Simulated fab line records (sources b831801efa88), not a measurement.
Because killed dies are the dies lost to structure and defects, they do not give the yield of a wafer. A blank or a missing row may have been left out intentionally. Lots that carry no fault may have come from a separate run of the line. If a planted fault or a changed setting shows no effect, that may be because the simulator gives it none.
A lot that was struck, set against a sound lot    flow sky130    17 out of 708 route steps
Sound: the wafers L798.1, L798.3, L798.6. Struck: wafer L804.4. (L804.3, L804.5 of the same lot were not struck and are left out.) The cause comes at the end.
For every step that has rows: the tool of each side, followed by ch and its chambers, followed by its first start. Under that, the readings that differ: sound wafers    struck wafers    difference of the means    sigmas: that difference in standard deviations of wafers without a fault.
alike: readings with means less than 2 such deviations apart, plus words and numbers identical on both sides. not compared: withheld readings, readings lacking a value on some wafer, bounds such as >300 that could conceal the same value, and numbers that have no deviation in the record and whose values overlap.
A row with sigmas, a row that says differs or no value, or rows on one side alone: a step with any of these is where the two part. When numbers do not overlap yet have no deviation, they are printed without sigmas and do not part them. A reading missing from all wafers of one side parts the sides only when that side holds two or more wafers.

first, 3 steps without rows for these wafers: SKY_LI_CONTACT_EXPOSE_09 (exposes mask LICM1, target cd 170 nm); SKY_LI_CONTACT_PEB_10; SKY_LI_CONTACT_DEVELOP_11 (develop time 60 s).
SKY_LI_CONTACT_CD_MEAS_12: target cd 170 nm.
  sound on cd sem-01 at day 30 05:14; struck on cd sem-02 at day 32 05:55
reading     sound              struck  difference  sigmas
cd nm (nm)  169.1 168.4 168.4  171.9   +3.3        +2
SKY_LI_CONTACT_OVL_MEAS_13:
  sound on overlay-01 at day 30 05:21; struck on overlay-02 at day 32 06:00
  alike: LI_CONTACT_OVL
SKY_LI_CONTACT_ETCH_14: etches BARC in N2/H2, stops on SiO2, time 45.9 s, target depth 60 nm.
  sound on rie diel-01 ch 0,3, day 30 05:23; struck on rie diel-02 ch 0, day 32 06:02
  alike: chamber pressure mTorr, drypump motor current A, n2 flow sccm, oes product au, throttle valve pct
  not compared: rf hours counter h
SKY_LI_CONTACT_ETCH_15: etches PSG in C4F8/O2/Ar, stops on Si, target depth 600 nm.
  sound on rie diel-01 ch 0,3, day 30 05:26; struck on rie diel-02 ch 0, day 32 06:04
  alike: chamber pressure mTorr, oes product au
SKY_LI_CONTACT_STRIP_16: strips in O2/N2.
  sound on plasma asher-04 ch 0,1, day 30 05:31; struck on plasma asher-04 ch 0, day 32 06:11
  alike: chamber pressure mTorr, drypump motor current A, n2 flow sccm, oes product au, strip time to endpoint s
  not compared: rf hours counter h
then, 2 steps without rows for these wafers: SKY_LI_CONTACT_CLEAN_17 (cleans in NMP, time 600 s); SKY_LI_CONTACT_PRE_CLEAN_18 (time 5.6 s).
SKY_LI_CONTACT_SPUTTER_19: material Ti, target thk 20 nm, time 106.37 s.
  sound on pvd sputter-01 at day 30 05:49; struck on pvd sputter-03 at day 32 06:27
  alike: chamber pressure pa, throttle valve pct
then, 1 step without rows for these wafers: SKY_LI_CONTACT_SPUTTER_20 (material TiN, target thk 20 nm, time 80 s).
SKY_LI_CONTACT_CVD_21: deposits W, target thk 400 nm, time 120.56 s.
  sound on cvd w-02 ch 1, day 30 05:58; struck on cvd w-02 ch 1, day 32 06:38
reading                                   sound              struck  difference  sigmas
chamber pressure Torr (Torr)              40.18 40.03 40.07  34.32   -5.77       -66
model.W_of_LI_CONTACT_CVD_21.thk nm (nm)  397.6 396.9 398.4  363.8   -33.8       
  alike: heater power w
SKY_LI_CONTACT_RS_MEAS_22: the measuring method here is four-point-probe.
  sound on film metro-01 at day 30 06:05; struck on film metro-01 at day 32 07:02
reading                   sound              struck  difference  sigmas
LI_CONTACT_W_RS (ohm/sq)  0.286 0.287 0.286  0.313   +0.027      +8
  not compared: hold
SKY_LI_CONTACT_THK_MEAS_23: measures by xrf.
  sound on film metro-01 at day 30 06:13; struck on film metro-01 at day 32 09:42
reading                sound        struck  difference  sigmas
LI_CONTACT_W_THK (nm)  410 406 411  370     -39         -6
  not compared: hold
SKY_LI_CONTACT_CMP_24: polishes, stops on PSG, t overpolish 20 s, target thk 0 nm.
  sound on cmp-01 ch 0,3, day 30 06:19; struck on cmp-02 ch 3, day 32 14:12
reading  sound  struck                    difference                    sigmas
hold     - - -  await dispo/4.5h/release  no value on the sound wafers  
  alike: motor current A
then, 1 step without rows for these wafers: SKY_PAD_OPEN_PROBE_99.

## WHERE THEY PART
At SKY_LI_CONTACT_CD_MEAS_12 first; at SKY_LI_CONTACT_CMP_24 last (within this record only).

WHY: whatever the simulator had introduced
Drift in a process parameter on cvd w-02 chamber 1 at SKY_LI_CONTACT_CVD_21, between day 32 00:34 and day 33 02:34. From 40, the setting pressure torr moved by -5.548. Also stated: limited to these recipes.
